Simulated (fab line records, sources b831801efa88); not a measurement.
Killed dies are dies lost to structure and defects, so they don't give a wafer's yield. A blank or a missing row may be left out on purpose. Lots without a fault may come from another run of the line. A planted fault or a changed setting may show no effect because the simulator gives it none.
Which tool did it? | flow sky130 | 13 lots, 39 wafers sampled, at 5 steps of a route of 708

WHAT THE GAUGES READ, wafer by wafer
SKY_FIELD_ISO_BOW_MEAS_00. Usual: INCOMING_BOW -1 um, standard deviation 6.9.
lot  | measured    | on            | INCOMING_BOW (um) | flag
L132 | day 1 10:00 | film_metro-02 | 5 -14 -9          |
L134 | day 1 20:00 | film_metro-03 | 5 0 0             |
L135 | day 2 01:00 | film_metro-03 | -3 0 11           |
L136 | day 2 06:00 | film_metro-02 | 5 0 2             |
L137 | day 2 11:01 | film_metro-01 | 4 5 -3            |
L138 | day 2 16:00 | film_metro-02 | -2 0 -3           |
L139 | day 2 21:01 | film_metro-02 | -8 4 -4           |
L140 | day 3 02:00 | film_metro-03 | 1 10 -12          |
L147 | day 4 13:00 | film_metro-03 | 0 -2 2            |
L148 | day 4 18:00 | film_metro-01 | -16 -1 -8         |
L149 | day 4 23:00 | film_metro-02 | -5 9 -1           |
L151 | day 5 09:00 | film_metro-01 | -7 -2 3           |
L155 | day 6 05:02 | film_metro-02 | 5 4 5             |

SKY_VT_ADJUST_HVTR_TW_MEAS_11. Usual: VT_ADJUST_HVTR_TW 209.5, standard deviation 2.4.
lot  | measured     | on            | VT_ADJUST_HVTR_TW | flag
L132 | day 9 11:45  | film_metro-01 | 207.9 206.7 207.5 |
L134 | day 9 20:47  | film_metro-03 | 209.0 209.4 208.8 |
L135 | day 10 04:56 | film_metro-01 | 206.3 205.2 205.8 |
L136 | day 10 12:29 | film_metro-01 | 205.6 205.6 207.1 |
L137 | day 10 21:43 | film_metro-04 | 212.3 212.8 212.9 |
L138 | day 11 02:36 | film_metro-01 | 208.5 207.2 208.2 |
L139 | day 11 15:46 | film_metro-03 | 211.7 210.7 210.3 |
L140 | day 11 23:05 | film_metro-04 | 215.0 214.3 214.6 |
L147 | day 14 15:24 | film_metro-01 | 189.6 190.4 189.7 | OFF
L148 | day 14 17:25 | film_metro-03 | 189.7 190.5 190.7 | OFF
L149 | day 15 00:35 | film_metro-04 | 212.2 212.5 213.0 |
L151 | day 15 15:39 | film_metro-01 | 208.4 207.9 208.8 |
L155 | day 16 14:58 | film_metro-03 | 210.1 209.2 209.2 |

SKY_VIA1_THK_MEAS_01. Usual: VIA1_HDPCVD_THK 1022 nm, standard deviation 13.
lot  | measured     | on            | VIA1_HDPCVD_THK (nm) | flag
L132 | day 33 00:56 | film_metro-01 | 1009 992 1005        |
L134 | day 33 09:21 | film_metro-02 | 1034 1048 1062       |
L135 | day 33 15:24 | film_metro-04 | 1031 1005 1035       |
L136 | day 33 23:57 | film_metro-01 | 1005 1010 1034       |
L137 | day 34 07:03 | film_metro-02 | 999 1011 1012        |
L138 | day 34 14:28 | film_metro-01 | 1020 1025 1027       |
L139 | day 35 07:27 | film_metro-02 | 998 1004 1014        |
L140 | day 35 13:35 | film_metro-01 | 1021 1023 1017       |
L147 | day 38 05:44 | film_metro-01 | 1011 1005 1014       |
L148 | day 38 14:13 | film_metro-04 | 995 1006 1009        |
L149 | day 38 17:12 | film_metro-04 | 1036 1042 1038       |
L151 | day 39 02:59 | film_metro-04 | 1020 1011 1012       |
L155 | day 40 01:56 | film_metro-04 | 1010 1020 1008       |

WHICH TOOL RAN EACH LOT (tool, then ch and the chambers of the sampled wafers, then the start)
lot  | SKY_VT_ADJUST_HVTR_IMPLANT_09   | SKY_METAL1_SPUTTER_00
L132 | implanter-01 ch 0, day 9 11:30  | pvd_sputter-03, day 31 19:31
L134 | implanter-02 ch 0, day 9 20:32  | pvd_sputter-01, day 32 04:59
L135 | implanter-01 ch 0, day 10 04:41 | pvd_sputter-01, day 32 11:28
L136 | implanter-02 ch 0, day 10 12:14 | pvd_sputter-03, day 32 19:55
L137 | implanter-01 ch 0, day 10 21:28 | pvd_sputter-04, day 33 01:47
L138 | implanter-02 ch 0, day 11 02:21 | pvd_sputter-04, day 33 10:15
L139 | implanter-04 ch 0, day 11 15:31 | pvd_sputter-03, day 34 04:08
L140 | implanter-01 ch 0, day 11 22:50 | pvd_sputter-04, day 34 09:22
L147 | implanter-04 ch 0, day 14 15:09 | pvd_sputter-01, day 37 03:16
L148 | implanter-04 ch 0, day 14 17:10 | pvd_sputter-03, day 37 11:22
L149 | implanter-02 ch 0, day 15 00:20 | pvd_sputter-01, day 37 15:11
L151 | implanter-02 ch 0, day 15 15:24 | pvd_sputter-01, day 38 00:03
L155 | implanter-01 ch 0, day 16 14:45 | pvd_sputter-04, day 38 23:04
- SKY_VT_ADJUST_HVTR_IMPLANT_09
- SKY_METAL1_SPUTTER_00: material Ti, target thk 15 nm, time 10 s.

WHAT THE TOOLS THEMSELVES READ (means of the sampled wafers that have a number; where no wafer has one, the mark that the record gives instead)
SKY_VT_ADJUST_HVTR_IMPLANT_09. Usual: dose_ions_cm2 2.0995e+12, standard deviation 2.5e+09; faraday_current_uA 11.84, standard deviation 0.24.
lot  | tool         | dose_ions_cm2 | faraday_current_uA | flag
L132 | implanter-01 | 2.1002e+12    | 11.55              |
L134 | implanter-02 | 2.1000e+12    | 11.85              |
L135 | implanter-01 | 2.1017e+12    | 11.81              |
L136 | implanter-02 | 2.0997e+12    | 11.70              |
L137 | implanter-01 | 2.0990e+12    | 11.83              |
L138 | implanter-02 | 2.0993e+12    | 11.80              |
L139 | implanter-04 | 2.1001e+12    | 11.85              |
L140 | implanter-01 | 2.1026e+12    | 11.86              |
L147 | implanter-04 | 1.4908e+12    | 8.40               | OFF
L148 | implanter-04 | 1.4900e+12    | 8.56               | OFF
L149 | implanter-02 | 2.0990e+12    | 11.64              |
L151 | implanter-02 | 2.0956e+12    | 11.88              |
L155 | implanter-01 | 2.1008e+12    | 12.04              |

SKY_METAL1_SPUTTER_00. Usual: throttle_valve_pct 29.4 %, standard deviation 1.1.
lot  | tool           | throttle_valve_pct (%) | flag
L132 | pvd_sputter-03 | 30.7                   |
L134 | pvd_sputter-01 | 29.3                   |
L135 | pvd_sputter-01 | 29.0                   |
L136 | pvd_sputter-03 | 30.3                   |
L137 | pvd_sputter-04 | 29.9                   |
L138 | pvd_sputter-04 | 29.3                   |
L139 | pvd_sputter-03 | 29.6                   |
L140 | pvd_sputter-04 | 30.7                   |
L147 | pvd_sputter-01 | 28.0                   |
L148 | pvd_sputter-03 | 30.2                   |
L149 | pvd_sputter-01 | 29.4                   |
L151 | pvd_sputter-01 | 28.8                   |
L155 | pvd_sputter-04 | 29.1                   |

THE ANSWER, worked out from the rows above alone
Rule: a lot is off if the mean of its wafers that have a number lies more than 3 standard deviations from the usual mean. A lot without any number at a reading at which 4 lots or more have one is off too. The other lots that the step has rows for count as sound. The gauges are gone through in route order, then the tools' own readings, and for those a lot's mean is taken as printed above. The first step at which some lot is off is used, and at that step the reading that is off furthest; a lot without a number counts as furthest.
Off: L147, L148, at SKY_VT_ADJUST_HVTR_TW_MEAS_11 (VT_ADJUST_HVTR_TW).
A tool fits if, at a process step before that reading, it ran every lot that is off, and no sound lot after the first of them. The gauges at SKY_VT_ADJUST_HVTR_TW_MEAS_11 aren't tried: what is off there is off at SKY_VT_ADJUST_HVTR_IMPLANT_09 too, on other tools, and a gauge's error can't cause that. One fits: implanter-04 at SKY_VT_ADJUST_HVTR_IMPLANT_09. Its last sound lot is L139 (day 11 15:31), its first lot that is off L147 (day 14 15:09): a fault that began between those two fits.
The tool's own readings at SKY_VT_ADJUST_HVTR_IMPLANT_09 bear it out: on the lots that are off they differ by more than 5 times the standard deviation of the sound lots' means. dose_ions_cm2 reads 1.4904e+12 there against 2.0998e+12 on the sound lots; faraday_current_uA reads 8.48 there against 11.80 on the sound lots.

WHAT THE SIMULATOR HAD PUT IN
Process parameter drift: implanter-04, from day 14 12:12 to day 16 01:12, at SKY_VT_ADJUST_HVTR_IMPLANT_09. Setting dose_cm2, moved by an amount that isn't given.
Lots struck among those shown: L147, L148. The rule above found the same.
